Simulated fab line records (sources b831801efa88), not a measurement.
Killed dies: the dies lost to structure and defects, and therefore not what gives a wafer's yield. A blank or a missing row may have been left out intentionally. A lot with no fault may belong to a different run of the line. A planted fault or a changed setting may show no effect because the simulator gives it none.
Which tool was responsible? -- flow sky130 -- 24 lots, 72 wafers sampled, at 2 steps of a route of 708

WHAT THE GAUGES READ, wafer by wafer
SKY_VIA2_RS_MEAS_22: measures by four-point-probe. Usual: VIA2_W_RS gives 0.2718 ohm/sq (standard deviation 0.0023).
lot,measured,on,VIA2_W_RS (ohm/sq),flag
L074,day 36 08:08,filmMetro-01,0.2745 0.2700 0.2707,
L075,day 36 16:29,filmMetro-01,0.2721 0.2724 0.2698,
L076,day 37 22:49,filmMetro-02,0.2719 0.2760 0.2765,
L077,day 38 00:57,filmMetro-04,0.2712 0.2689 0.2700,
L079,day 38 03:56,filmMetro-04,0.2704 0.2707 0.2726,
L078,day 38 04:35,filmMetro-04,0.2749 0.2730 0.2727,
L080,day 38 05:00,filmMetro-02,0.2754 0.2746 0.2752,
L081,day 38 09:30,filmMetro-01,0.2683 0.2744 0.2684,
L082,day 39 00:04,filmMetro-04,0.2703 0.2712 0.2719,
L083,day 39 04:11,filmMetro-02,0.2705 0.2749 0.2741,
L085,day 39 14:08,filmMetro-01,0.2761 0.2693 0.2704,
L084,day 39 14:29,filmMetro-01,0.2754 0.2706 0.2691,
L086,day 40 06:48,filmMetro-04,0.2714 0.2732 0.2738,
L089,day 41 10:29,filmMetro-02,0.2690 0.2682 0.2718,
L087,day 41 11:53,filmMetro-02,0.2685 0.2700 0.2704,
L088,day 41 12:05,filmMetro-04,0.2758 0.2720 0.2725,
L090,day 41 13:34,filmMetro-02,0.2736 0.2732 0.2710,
L091,day 41 15:22,filmMetro-02,0.2705 0.2712 0.2737,
L092,day 41 17:56,filmMetro-02,0.2746 0.2753 0.2747,
L093,day 41 19:23,filmMetro-01,0.2694 0.2720 0.2712,
L094,day 42 08:52,filmMetro-01,0.2718 0.2717 0.2698,
L095,day 42 13:46,filmMetro-02,0.2692 0.2706 0.2726,
L096,day 42 18:18,filmMetro-02,0.2710 0.2697 0.2731,
L097,day 42 20:26,filmMetro-04,0.2767 0.2728 0.2749,

WHAT TOOL EACH LOT RAN ON (gives the tool, then ch and the chambers of the sampled wafers, and finally the start)
lot,SKY_VIA2_ETCH_15
L074,"rieDiel-04 ch 1,3, day 36 07:10"
L075,"rieDiel-03 ch 0,1, day 36 15:32"
L076,"rieDiel-04 ch 0,3, day 37 21:55"
L077,"rieDiel-04 ch 0,2,3, day 38 00:02"
L079,"rieDiel-03 ch 1,2,3, day 38 03:02"
L078,"rieDiel-01 ch 0,2,3, day 38 03:43"
L080,"rieDiel-01 ch 0,1,3, day 38 04:04"
L081,"rieDiel-01 ch 1,2,3, day 38 08:37"
L082,"rieDiel-03 ch 0,1,2, day 38 23:13"
L083,"rieDiel-01 ch 0,1,3, day 39 03:11"
L085,"rieDiel-03 ch 2,3, day 39 13:11"
L084,"rieDiel-01 ch 0,1,3, day 39 13:36"
L086,"rieDiel-03 ch 0,1,3, day 40 05:57"
L089,"rieDiel-03 ch 0,2,3, day 41 09:35"
L087,"rieDiel-01 ch 0,1,2, day 41 11:02"
L088,"rieDiel-03 ch 2,3, day 41 11:10"
L090,"rieDiel-04 ch 0,1,2, day 41 12:42"
L091,"rieDiel-01 ch 0,1,2, day 41 14:26"
L092,"rieDiel-04 ch 1,2, day 41 17:03"
L093,"rieDiel-03 ch 0,1,3, day 41 18:30"
L094,"rieDiel-01 ch 0,2,3, day 42 08:00"
L095,"rieDiel-04 ch 0,2, day 42 12:54"
L096,"rieDiel-04 ch 2,3, day 42 17:23"
L097,"rieDiel-04 ch 0,1,3, day 42 19:35"
- SKY_VIA2_ETCH_15: etches SiO2 in C4F8/O2/Ar, stops on TiN, target depth 546 nm, time 84 s.

AS READ BY THE TOOLS THEMSELVES (means over the sampled wafers that have a number; for cases with no such wafer, the mark the record gives instead)
SKY_VIA2_ETCH_15. Usual: oesProductAu reads 0.939 a.u. (standard deviation 0.0044).
lot,tool,oesProductAu (a.u.),flag
L074,rieDiel-04,0.941,
L075,rieDiel-03,0.944,
L076,rieDiel-04,0.943,
L077,rieDiel-04,0.942,
L079,rieDiel-03,0.938,
L078,rieDiel-01,0.936,
L080,rieDiel-01,0.943,
L081,rieDiel-01,0.941,
L082,rieDiel-03,0.936,
L083,rieDiel-01,0.938,
L085,rieDiel-03,0.939,
L084,rieDiel-01,0.935,
L086,rieDiel-03,0.944,
L089,rieDiel-03,0.943,
L087,rieDiel-01,0.947,
L088,rieDiel-03,0.937,
L090,rieDiel-04,0.942,
L091,rieDiel-01,0.936,
L092,rieDiel-04,0.941,
L093,rieDiel-03,0.941,
L094,rieDiel-01,0.938,
L095,rieDiel-04,0.938,
L096,rieDiel-04,0.940,
L097,rieDiel-04,0.943,

THE ANSWER, worked out from the rows above alone
Rule: a lot counts as off when the mean over its wafers that have a number is more than 3 standard deviations away from the usual mean. A lot without any number at a reading at which 4 lots or more have one is off too. Where the step has rows for the other lots, those lots are counted as sound. First the gauges in route order, then the tools' own readings, where a lot's mean is used as printed above. The first step at which some lot is off is used, and at that step the reading that is off furthest; a lot without a number counts as furthest.
Nothing can be told from this: no lot is off at any reading shown.

WHAT THE SIMULATOR HAD PUT IN
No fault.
